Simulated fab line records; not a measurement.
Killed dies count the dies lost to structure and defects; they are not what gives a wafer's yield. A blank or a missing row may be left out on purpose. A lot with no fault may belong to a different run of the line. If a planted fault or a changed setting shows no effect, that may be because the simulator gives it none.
A struck lot beside a sound one :: flow sky130 :: 26 out of 708 route steps
Sound: wafers L105.4, L105.5, L105.6. Struck: wafers L114.1, L114.3 (left out: L114.2, a lot-mate that was not struck); the cause follows at the end.
Order at every step that has rows: each side's tool, ch and its chambers, its first start. Under that, the readings that differ: sound wafers :: struck wafers :: difference of the means :: sigmas: that difference in standard deviations of wafers without a fault.
alike: readings whose means differ by less than 2 such deviations, and words and numbers that are the same on both sides. not compared: withheld readings, readings that some wafer has no value for, bounds like >300 that may hide the same value, and numbers for which the record gives no deviation and whose values overlap.
The two part at a step that has a row with sigmas, a row that says differs or no value, or rows on one side only. Non-overlapping numbers with no deviation appear without sigmas and do not part them. A reading that every wafer of one side lacks parts them only if that side has two wafers or more.

first, 9 steps without rows for these wafers: SKY_LI_CONTACT_ETCH_14 (etches BARC in N2/H2, stops on SiO2, time 45.9 s, target depth 60 nm); SKY_LI_CONTACT_ETCH_15 (etches PSG in C4F8/O2/Ar, stops on Si, target depth 600 nm); SKY_LI_CONTACT_STRIP_16 (strips in O2/N2); SKY_LI_CONTACT_CLEAN_17 (cleans in NMP, time 600 s); SKY_LI_CONTACT_PRE_CLEAN_18 (time 5.6 s); SKY_LI_CONTACT_SPUTTER_19 (material Ti, target thk 20 nm, time 106.37 s); SKY_LI_CONTACT_SPUTTER_20 (material TiN, target thk 20 nm, time 80 s); SKY_LI_CONTACT_CVD_21 (deposits W, target thk 400 nm, time 120.56 s); SKY_LI_CONTACT_CMP_24 (polishes, stops on PSG, t overpolish 20 s, target thk 0 nm).
SKY_LOCAL_INTERCONNECT_SPUTTER_00: material TiN, target thk 100 nm, time 83.3 s.
  struck on pvd-sputter-03, day 32 07:02; sound on pvd-sputter-03, day 29 14:59
reading: model.TiN_of_LOCAL_INTERCONNECT_SPUTTER_00.thk-nm (nm)
sound: 101.7 101.1 100.9
struck: 107.7 107.9
difference: +6.6
sigmas: 
  alike: throttle-valve-pct
SKY_LOCAL_INTERCONNECT_RS_MEAS_01: measures by four-point-probe.
  struck on film-metro-01, day 32 07:06; sound on film-metro-01, day 29 15:07
reading: LOCAL_INTERCONNECT_TIN_RS (ohm/sq)
sound: 13.88 13.99 14.00
struck: 13.10 13.05
difference: -0.88
sigmas: -7
SKY_LOCAL_INTERCONNECT_THK_MEAS_02: measures by xrf.
  struck on film-metro-01, day 32 07:13; sound on film-metro-01, day 29 15:12
reading: LOCAL_INTERCONNECT_TIN_THK (nm)
sound: 99.8 98.8 98.8
struck: 106.6 106.8
difference: +7.6
sigmas: +6
then, 9 steps without rows for these wafers: SKY_LOCAL_INTERCONNECT_DEHYDRATE_03 (time 60 s); SKY_LOCAL_INTERCONNECT_HMDS_04 (prime time 60 s); SKY_LOCAL_INTERCONNECT_COAT_05 (resist thk 60 nm); SKY_LOCAL_INTERCONNECT_COAT_06 (resist thk 450 nm); SKY_LOCAL_INTERCONNECT_SOFTBAKE_07 (time 90 s); SKY_LOCAL_INTERCONNECT_EXPOSE_08 (exposes mask LI1M, target cd 170 nm); SKY_LOCAL_INTERCONNECT_PEB_09; SKY_LOCAL_INTERCONNECT_DEVELOP_10 (develop time 60 s); SKY_LOCAL_INTERCONNECT_ETCH_13 (etches BARC in N2/H2, stops on SiO2, time 45.9 s, target depth 60 nm).
SKY_LOCAL_INTERCONNECT_METAL_ETCH_14: etches TiN in Cl2/BCl3, stops on PSG, target depth 110 nm, time 31.4 s.
  sound on rie-metal-04 ch 0,1, day 30 19:08; struck on rie-metal-01 ch 0,1, day 33 10:56
reading: oes-product-au (a.u.)
sound: 0.946 0.946 0.950
struck: 0.981 0.977
difference: +0.032
sigmas: +5

reading: throttle-valve-pct (%)
sound: 21.901 21.895 21.897
struck: 21.871 21.873
difference: -0.026
sigmas: -3
  alike: chamber-pressure-mTorr, drypump-motor-current-A, rf-fwd-power-W
  not compared: rf-hours-counter-h
then, 1 step without rows for these wafers: SKY_LOCAL_INTERCONNECT_STRIP_15 (strips in O2/N2).
SKY_LOCAL_INTERCONNECT_STRIP_16: strips in post etch residue remover, time 1200 s.
  sound on wet-bench-02 ch 3, day 30 19:16; struck on wet-bench-04 ch 3, day 33 11:05
reading: model.TiN_of_LOCAL_INTERCONNECT_SPUTTER_00.thk-nm (nm)
sound: 101.3 100.6 100.4
struck: 107.2 107.5
difference: +6.6
sigmas: 
then, 1 step without rows for these wafers: SKY_LOCAL_INTERCONNECT_CLEAN_17 (cleans in IPA, time 180 s).
-- a jump in the record: the struck wafers' starts before and after are 15 days apart (it breaks off in module LOCAL_INTERCONNECT and resumes in module PAD_OPEN, where the first step shown is number 708 of the route) --
SKY_PAD_OPEN_PROBE_99:
  struck on prober-01, day 47 23:49; sound on prober-01, day 46 04:41
reading: model.etest.res-li.line-ohm-um
sound: 74.59 74.54 74.89
struck: 71.03 69.96
difference: -4.18
sigmas: 

reading: model.etest.res-li.rs-ohm-sq
sound: 12.6 12.72 12.75
struck: 11.95 11.93
difference: -0.75
sigmas: 
  alike: killed_at_M0_to_M3, killed_at_M4_up, killed-at-contacts, killed-at-front-end, killed-at-other, killed-dies, killed-open, killed-short

## WHERE THEY PART
Last at SKY_LOCAL_INTERCONNECT_METAL_ETCH_14 as far as this record goes, first at SKY_LOCAL_INTERCONNECT_RS_MEAS_01. Later steps at which nothing parts them and some readings are alike: SKY_PAD_OPEN_PROBE_99.

WHY: what the simulator had put in
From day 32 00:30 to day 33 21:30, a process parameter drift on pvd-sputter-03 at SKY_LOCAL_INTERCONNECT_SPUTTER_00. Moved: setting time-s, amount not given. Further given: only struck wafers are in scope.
